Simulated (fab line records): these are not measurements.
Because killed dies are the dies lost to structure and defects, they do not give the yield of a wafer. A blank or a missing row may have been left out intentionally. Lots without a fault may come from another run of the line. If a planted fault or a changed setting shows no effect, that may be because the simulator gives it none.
A struck lot beside a sound one -- flow gf180mcu -- 43 steps out of a route of 602
Sound: wafers L977.2, L977.4, L977.5. Struck: wafers L974.3, L974.5, L974.6. The cause comes at the end.
Each step with rows lists, per side, the tool, then ch with its chambers, then its first start. Under that, the readings that differ: sound wafers -- struck wafers -- difference of the means -- sigmas: that difference in standard deviations of wafers without a fault.
alike: readings with means less than 2 such deviations apart, plus words and numbers identical on both sides. not compared: withheld readings, readings lacking a value on some wafer, bounds such as >300 that could conceal the same value, and numbers that have no deviation in the record and whose values overlap.
The two part at a step that has a row with sigmas, a row that says differs or no value, or rows on one side only. Numbers that have no deviation but don't overlap get no sigmas and don't part them. A reading missing from all wafers of one side parts the sides only when that side holds two or more wafers.

first, 2 steps without rows for these wafers: GF_LVPWELL_IMPLANT_08; GF_LVPWELL_IMPLANT_09.
GF_LVPWELL_STRIP_10: strips in O2/N2.
  sound on plasma-asher-03 ch 0, day 8 17:31; struck on plasma-asher-02 ch 0,1, day 8 05:01
reading,sound,struck,difference,sigmas
heater-power-w (W),404 391 401,336 301 329,-77,-2
strip-time-to-endpoint-s (s),36.98 37.14 37.10,36.81 36.87 36.84,-0.23,-2
  alike: chamber-pressure-mTorr, drypump-motor-current-A, oes-product-au
  not compared: rf-hours-counter-h
GF_LVPWELL_TW_MEAS_11:
  struck on film-metro-04, day 8 05:07; sound on film-metro-01, day 8 17:38
  alike: LVPWELL_TW
then, 7 steps without rows for these wafers: GF_MVSD_DEHYDRATE_00 (time 60 s); GF_MVSD_HMDS_01 (prime time 57.7 s); GF_MVSD_COAT_02 (resist thk 3000 nm); GF_MVSD_SOFTBAKE_03; GF_MVSD_EXPOSE_04 (exposes mask MVSD, target cd 1000 nm); GF_MVSD_PEB_05; GF_MVSD_DEVELOP_06 (develop time 60 s).
GF_MVSD_OVL_MEAS_07:
  struck on overlay-02, day 8 21:46; sound on overlay-02, day 9 10:50
reading,sound,struck,difference,sigmas
MVSD_OVL (nm),2.0 0.6 -0.2,-2.5 -1.1 -2.8,-2.9,-2
GF_MVSD_IMPLANT_08:
  sound on implanter-02 ch 0, day 9 10:54; struck on implanter-04 ch 0, day 8 21:50
reading,sound,struck,difference,sigmas
beam-on-s (s),10.12 10.25 9.97,12.17 12.37 11.96,+2.05,+10
faraday-current-uA,89.4 88.0 90.1,73.7 72.6 75.5,-15.2,-8
after that, 1 step had no rows for these wafers: GF_MVSD_IMPLANT_09.
GF_MVSD_STRIP_10: strips in O2/N2.
  sound on plasma-asher-04 ch 0,1, day 9 11:10; struck on plasma-asher-02 ch 0,1, day 8 22:07
reading,sound,struck,difference,sigmas
drypump-motor-current-A (A),5.0 5.3 5.0,6.3 6.0 6.3,+1.1,+2
  alike: chamber-pressure-mTorr, heater-power-w, oes-product-au, strip-time-to-endpoint-s
  not compared: rf-hours-counter-h
GF_MVSD_TW_MEAS_11:
  struck on film-metro-02, day 8 22:32; sound on film-metro-01, day 9 11:17
reading,sound,struck,difference,sigmas
MVSD_TW,1553 1556 1558,1709 1707 1696,+148,+6
  not compared: hold
then, 6 steps without rows for these wafers: GF_MVPSD_HMDS_01 (prime time 60 s); GF_MVPSD_COAT_02 (resist thk 3000 nm); GF_MVPSD_SOFTBAKE_03; GF_MVPSD_EXPOSE_04 (exposes mask MVPSD, target cd 1000 nm); GF_MVPSD_PEB_05; GF_MVPSD_DEVELOP_06 (develop time 60 s).
GF_MVPSD_OVL_MEAS_07:
  struck on overlay-02, day 9 14:31; sound on overlay-01, day 10 05:00
  alike: MVPSD_OVL
then, 2 steps without rows for these wafers: GF_MVPSD_IMPLANT_08; GF_MVPSD_IMPLANT_09.
GF_MVPSD_STRIP_10: strips in O2/N2.
  sound on plasma-asher-04 ch 0,1, day 10 05:20; struck on plasma-asher-04 ch 0,1, day 9 14:52
  alike: chamber-pressure-mTorr, drypump-motor-current-A, heater-power-w, oes-product-au, strip-time-to-endpoint-s
  not compared: rf-hours-counter-h
GF_MVPSD_TW_MEAS_11:
  struck on film-metro-02, day 9 14:58; sound on film-metro-04, day 10 05:26
  alike: MVPSD_TW
then, 7 steps without rows for these wafers: GF_VT_IMPLANT_DEHYDRATE_00 (time 60 s); GF_VT_IMPLANT_HMDS_01 (prime time 60 s); GF_VT_IMPLANT_COAT_02 (resist thk 1000 nm); GF_VT_IMPLANT_SOFTBAKE_03 (time 60 s); GF_VT_IMPLANT_EXPOSE_04 (exposes mask LVPWELL LV AREA, target cd 600 nm); GF_VT_IMPLANT_PEB_05; GF_VT_IMPLANT_DEVELOP_06 (develop time 60 s).
GF_VT_IMPLANT_OVL_MEAS_07:
  struck on overlay-02, day 10 08:49; sound on overlay-02, day 10 23:31
reading,sound,struck,difference,sigmas
VT_IMPLANT_OVL (nm),1.7 2.0 2.2,-1.7 -1.1 -1.5,-3.4,-3
after that, 1 step had no rows for these wafers: GF_VT_IMPLANT_IMPLANT_08.
GF_VT_IMPLANT_STRIP_09: strips in O2/N2.
  sound on plasma-asher-03 ch 1, day 10 23:41; struck on plasma-asher-04 ch 0,1, day 10 09:01
  alike: chamber-pressure-mTorr, drypump-motor-current-A, heater-power-w, oes-product-au, strip-time-to-endpoint-s
  not compared: rf-hours-counter-h
GF_VT_IMPLANT_TW_MEAS_10:
  struck on film-metro-04, day 10 09:07; sound on film-metro-03, day 10 23:48
reading,sound,struck,difference,sigmas
VT_IMPLANT_TW,570 568 572,558 557 560,-12,-2
then, 3 steps without rows for these wafers: GF_VT_IMPLANT_DEHYDRATE_11 (time 60 s); GF_VT_IMPLANT_HMDS_12 (prime time 60 s); GF_VT_IMPLANT_COAT_13 (resist thk 1000 nm).
-- the record jumps here: 2 days lie between the struck wafers' starts before and after --
GF_VT_IMPLANT_RS_MEAS_46: measures by four-point-probe.
  struck on film-metro-01, day 12 18:38; sound on film-metro-02, day 13 08:58
reading,sound,struck,difference,sigmas
MVSD_RS (ohm/sq),455.4 455.7 455.5,407.0 406.6 407.2,-48.6,-44
  not compared: hold
GF_PASSIVATION_PROBE_99:
  the record holds rows for the sound wafers here (prober-02, day 34 16:11) but none for the struck ones

## WHERE THEY PART
Last at GF_PASSIVATION_PROBE_99 as far as this record goes, first at GF_LVPWELL_STRIP_10.

WHY: what the simulator had put in
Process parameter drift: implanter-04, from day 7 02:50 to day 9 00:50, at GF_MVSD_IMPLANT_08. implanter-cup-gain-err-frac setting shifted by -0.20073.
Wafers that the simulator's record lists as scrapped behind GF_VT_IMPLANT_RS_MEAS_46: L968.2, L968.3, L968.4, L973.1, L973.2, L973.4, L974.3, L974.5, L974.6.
